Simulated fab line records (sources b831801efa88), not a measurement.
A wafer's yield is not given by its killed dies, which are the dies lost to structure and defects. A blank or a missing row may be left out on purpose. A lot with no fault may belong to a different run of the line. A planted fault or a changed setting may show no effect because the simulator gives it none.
Struck lot and sound lot, side by side | flow sfq_line | 14 steps out of a route of 325
Sound: the wafers L349.1, L349.5, L349.6. Struck: wafer L354.3. Last of all comes the cause.
Per side, at each step with rows, come the tool, then ch with its chambers, and then its first start. Under that, the readings that differ: sound wafers | struck wafers | difference of the means | sigmas: that difference in standard deviations of wafers without a fault.
alike: readings with means less than 2 such deviations apart, plus words and numbers identical on both sides. not compared: withheld readings, readings lacking a value on some wafer, bounds such as >300 that could conceal the same value, and numbers that have no deviation in the record and whose values overlap.
A row with sigmas, a row that says differs or no value, or rows on one side alone: a step with any of these is where the two part. Numbers that have no deviation but don't overlap get no sigmas and don't part them. A reading missing from all wafers of one side parts the sides only when that side holds two or more wafers.

first, 1 step without rows for these wafers: SFQ_TRILAYER_JJ_ANODIZE_ANODIZE_119.
SFQ_TRILAYER_JJ_CE_STRIP_STRIP_120: strips in O2.
  sound on rie_metal-02 ch 0,1, day 56 18:08; struck on rie_metal-03 ch 1, day 57 15:52
  alike: drypump_motor_current_A, oes_product_au, platen_temp_c
  not compared: rf_hours_counter_h
then, 7 steps without rows for these wafers: SFQ_TRILAYER_JJ_CE_STRIP_SOLV_CLEAN_121 (cleans in NMP, time 600 s); SFQ_TRILAYER_M5_LITHO_COAT_128 (resist thk 62 nm); SFQ_TRILAYER_M5_LITHO_COAT_123 (resist thk 600 nm); SFQ_TRILAYER_M5_LITHO_SOFTBAKE_127; SFQ_TRILAYER_M5_LITHO_EXPOSE_124 (exposes mask M5, target cd 700 nm); SFQ_TRILAYER_M5_LITHO_PEB_126 (peb time 60 s); SFQ_TRILAYER_M5_LITHO_DEVELOP_125 (time 60 s).
SFQ_M5_OVL_MEAS_932:
  sound: overlay-02 at day 56 21:10; struck: overlay-01 at day 57 19:48
  alike: M5_OVL
SFQ_TRILAYER_M5_BARC_OPEN_METAL_ETCH_161: etches BARC in O2, target depth 125 nm, time 41.7 s.
  sound on rie_metal-04 ch 0,1, day 56 21:12; struck on rie_metal-02 ch 1, day 57 19:50
  alike: drypump_motor_current_A, oes_product_au
  not compared: rf_hours_counter_h
SFQ_TRILAYER_M5_ETCH_METAL_ETCH_126: etches Nb in Cl2/BCl3, stops on SiO2, time 203.2 s, target depth 265 nm.
  sound on rie_metal-04 ch 0,1, day 56 21:16; struck on rie_metal-02 ch 1, day 57 19:57
  alike: drypump_motor_current_A, oes_product_au
  not compared: rf_hours_counter_h
SFQ_TRILAYER_M5_STRIP_STRIP_127: strips in O2.
  sound on rie_metal-04 ch 0,1, day 56 21:27; struck on rie_metal-02 ch 1, day 57 20:17
  reading           | sound             | struck | difference | sigmas
  platen_temp_c (C) | 39.97 40.02 40.00 | 39.46  | -0.54      | -4
  alike: drypump_motor_current_A, oes_product_au
  not compared: rf_hours_counter_h
then, 1 step without rows for these wafers: SFQ_TRILAYER_M5_STRIP_SOLV_CLEAN_128 (cleans in NMP, time 600 s).

== WHERE THEY PART ==
SFQ_TRILAYER_M5_STRIP_STRIP_127 only, going by this record.

WHY: what had been put in by the simulator
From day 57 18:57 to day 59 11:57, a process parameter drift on rie_metal-02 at SFQ_TRILAYER_M5_STRIP_STRIP_127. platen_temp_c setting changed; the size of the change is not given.
